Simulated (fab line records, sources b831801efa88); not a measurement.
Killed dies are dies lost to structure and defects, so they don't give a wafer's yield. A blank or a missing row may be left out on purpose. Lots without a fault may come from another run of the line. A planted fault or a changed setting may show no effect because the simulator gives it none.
Which tool did it? | flow gf180mcu | 13 lots, 39 wafers sampled, at 4 steps of a route of 602

WHAT THE GAUGES READ, wafer by wafer
GF_V5_CD_MEAS_14: target cd 260 nm. Usual: cd_nm 260.6 nm, standard deviation 1.3.
lot  | measured     | on        | cd_nm (nm)        | flag
L860 | day 27 01:32 | cd_sem-01 | 264.0 262.9 263.9 |
L861 | day 27 04:13 | cd_sem-02 | 258.7 259.5 259.2 |
L864 | day 28 16:59 | cd_sem-01 | 260.0 259.9 259.5 |
L865 | day 28 19:27 | cd_sem-01 | 261.5 262.4 263.1 |
L867 | day 29 11:09 | cd_sem-01 | 261.1 260.3 261.6 |
L868 | day 29 15:44 | cd_sem-01 | 260.2 261.1 260.3 |
L870 | day 30 06:59 | cd_sem-02 | 261.5 260.3 259.8 |
L872 | day 30 19:13 | cd_sem-01 | 260.3 260.5 259.8 |
L878 | day 32 11:18 | cd_sem-01 | 261.4 261.2 261.2 |
L879 | day 32 16:32 | cd_sem-02 | 261.4 262.5 261.0 |
L880 | day 32 23:17 | cd_sem-01 | 260.4 261.8 261.8 |
L881 | day 33 00:12 | cd_sem-02 | 258.9 258.1 258.1 |
L883 | day 33 10:55 | cd_sem-01 | 261.1 260.6 259.8 |

WHICH TOOL RAN EACH LOT (tool, then ch and the chambers of the sampled wafers, then the start)
lot  | GF_HV_LDD_STRIP_37                   | GF_MIM_CVD_05                   | GF_MIM_SPUTTER_08
L860 | plasma_asher-02 ch 1, day 11 09:31   | pecvd-01 ch 1,2, day 24 06:22   | pvd_sputter-01, day 24 06:30
L861 | plasma_asher-04 ch 1, day 11 16:31   | pecvd-04 ch 1,2, day 24 12:10   | pvd_sputter-01, day 24 12:17
L864 | plasma_asher-01 ch 0,1, day 12 19:25 | pecvd-01 ch 1,2, day 26 00:24   | pvd_sputter-01, day 26 00:33
L865 | plasma_asher-02 ch 0,1, day 13 02:49 | pecvd-01 ch 1,2, day 26 04:18   | pvd_sputter-01, day 26 04:28
L867 | plasma_asher-02 ch 0,1, day 13 16:49 | pecvd-01 ch 0,2, day 26 23:00   | pvd_sputter-01, day 26 23:08
L868 | plasma_asher-04 ch 0,1, day 14 00:18 | pecvd-03 ch 1,2, day 27 03:20   | pvd_sputter-03, day 27 03:29
L870 | plasma_asher-01 ch 0,1, day 14 15:06 | pecvd-01 ch 1,2, day 27 21:09   | pvd_sputter-02, day 27 21:17
L872 | plasma_asher-01 ch 0,1, day 15 08:48 | pecvd-03 ch 1,2, day 28 09:06   | pvd_sputter-03, day 28 09:14
L878 | plasma_asher-02 ch 0,1, day 17 14:03 | pecvd-04 ch 0,2, day 30 05:03   | pvd_sputter-03, day 30 05:11
L879 | plasma_asher-04 ch 0,1, day 17 17:58 | pecvd-01 ch 0,1,2, day 30 12:18 | pvd_sputter-03, day 30 12:26
L880 | plasma_asher-04 ch 0,1, day 18 05:03 | pecvd-01 ch 1,2, day 30 18:48   | pvd_sputter-03, day 30 18:56
L881 | plasma_asher-02 ch 0, day 18 06:49   | pecvd-03 ch 0,2, day 30 19:42   | pvd_sputter-01, day 30 19:50
L883 | plasma_asher-01 ch 0, day 18 23:22   | pecvd-01 ch 0,1, day 31 07:07   | pvd_sputter-01, day 31 07:15
- GF_HV_LDD_STRIP_37: strips in O2/N2.
- GF_MIM_CVD_05: deposits Si3N4, target thk 42 nm, time 29.086 s.
- GF_MIM_SPUTTER_08: material AlCu, target thk 200 nm, time 10.6 s.

WHAT THE TOOLS THEMSELVES READ (means of the sampled wafers that have a number; where no wafer has one, the mark that the record gives instead)
GF_HV_LDD_STRIP_37. Usual: drypump_motor_current_A 5.8 A, standard deviation 0.32; heater_power_w 337 W, standard deviation 46; n2_flow_sccm 300.0 sccm, standard deviation 0.96; oes_product_au 0.716 a.u., standard deviation 0.005; strip_time_to_endpoint_s 12.61 s, standard deviation 0.037.
lot  | tool            | drypump_motor_current_A (A) | heater_power_w (W) | n2_flow_sccm (sccm) | oes_product_au (a.u.) | strip_time_to_endpoint_s (s) | flag
L860 | plasma_asher-02 | 5.3                         | 365                | 299.6               | 0.712                 | 12.61                        |
L861 | plasma_asher-04 | 5.9                         | 282                | 299.9               | 0.717                 | 12.63                        |
L864 | plasma_asher-01 | 6.1                         | 295                | 299.7               | 0.714                 | 12.64                        |
L865 | plasma_asher-02 | 5.8                         | 340                | 299.4               | 0.715                 | 12.61                        |
L867 | plasma_asher-02 | 5.8                         | 340                | 300.6               | 0.717                 | 12.57                        |
L868 | plasma_asher-04 | 5.9                         | 333                | 300.0               | 0.715                 | 12.59                        |
L870 | plasma_asher-01 | 6.1                         | 294                | 299.5               | 0.721                 | 12.61                        |
L872 | plasma_asher-01 | 6.1                         | 292                | 299.6               | 0.714                 | 12.67                        |
L878 | plasma_asher-02 | 5.6                         | 349                | 299.4               | 0.718                 | 12.66                        |
L879 | plasma_asher-04 | 5.8                         | 371                | 299.9               | 0.718                 | 12.69                        |
L880 | plasma_asher-04 | 5.9                         | 326                | 300.5               | 0.717                 | 12.67                        |
L881 | plasma_asher-02 | 6.1                         | 330                | 300.5               | 0.721                 | 12.64                        |
L883 | plasma_asher-01 | 6.1                         | 339                | 299.0               | 0.716                 | 12.62                        |

GF_MIM_CVD_05. Usual: heater_power_w 649 W, standard deviation 120; rf_fwd_power_W 443.8 W, standard deviation 2.
lot  | tool     | heater_power_w (W) | rf_fwd_power_W (W) | flag
L860 | pecvd-01 | 593                | 444.7              |
L861 | pecvd-04 | 628                | 445.2              |
L864 | pecvd-01 | 561                | 444.3              |
L865 | pecvd-01 | 592                | 444.9              |
L867 | pecvd-01 | 706                | 444.1              |
L868 | pecvd-03 | 606                | 440.9              |
L870 | pecvd-01 | 601                | 444.9              |
L872 | pecvd-03 | 544                | 441.2              |
L878 | pecvd-04 | 539                | 446.6              |
L879 | pecvd-01 | 699                | 442.7              |
L880 | pecvd-01 | 621                | 444.9              |
L881 | pecvd-03 | 585                | 442.4              |
L883 | pecvd-01 | 857                | 441.3              |

GF_MIM_SPUTTER_08. Usual: throttle_valve_pct 29.9 %, standard deviation 0.92.
lot  | tool           | throttle_valve_pct (%) | flag
L860 | pvd_sputter-01 | 30.2                   |
L861 | pvd_sputter-01 | 30.3                   |
L864 | pvd_sputter-01 | 29.8                   |
L865 | pvd_sputter-01 | 29.9                   |
L867 | pvd_sputter-01 | 30.0                   |
L868 | pvd_sputter-03 | 30.0                   |
L870 | pvd_sputter-02 | 31.5                   |
L872 | pvd_sputter-03 | 29.6                   |
L878 | pvd_sputter-03 | 29.7                   |
L879 | pvd_sputter-03 | 29.7                   |
L880 | pvd_sputter-03 | 29.2                   |
L881 | pvd_sputter-01 | 30.2                   |
L883 | pvd_sputter-01 | 29.9                   |

THE ANSWER, worked out from the rows above alone
Rule: a lot is off if the mean of its wafers that have a number lies more than 3 standard deviations from the usual mean. A lot without any number at a reading at which 4 lots or more have one is off too. The other lots that the step has rows for count as sound. The gauges are gone through in route order, then the tools' own readings, and for those a lot's mean is taken as printed above. The first step at which some lot is off is used, and at that step the reading that is off furthest; a lot without a number counts as furthest.
No lot is off at any reading shown: from this, nothing can be told.

WHAT THE SIMULATOR HAD PUT IN
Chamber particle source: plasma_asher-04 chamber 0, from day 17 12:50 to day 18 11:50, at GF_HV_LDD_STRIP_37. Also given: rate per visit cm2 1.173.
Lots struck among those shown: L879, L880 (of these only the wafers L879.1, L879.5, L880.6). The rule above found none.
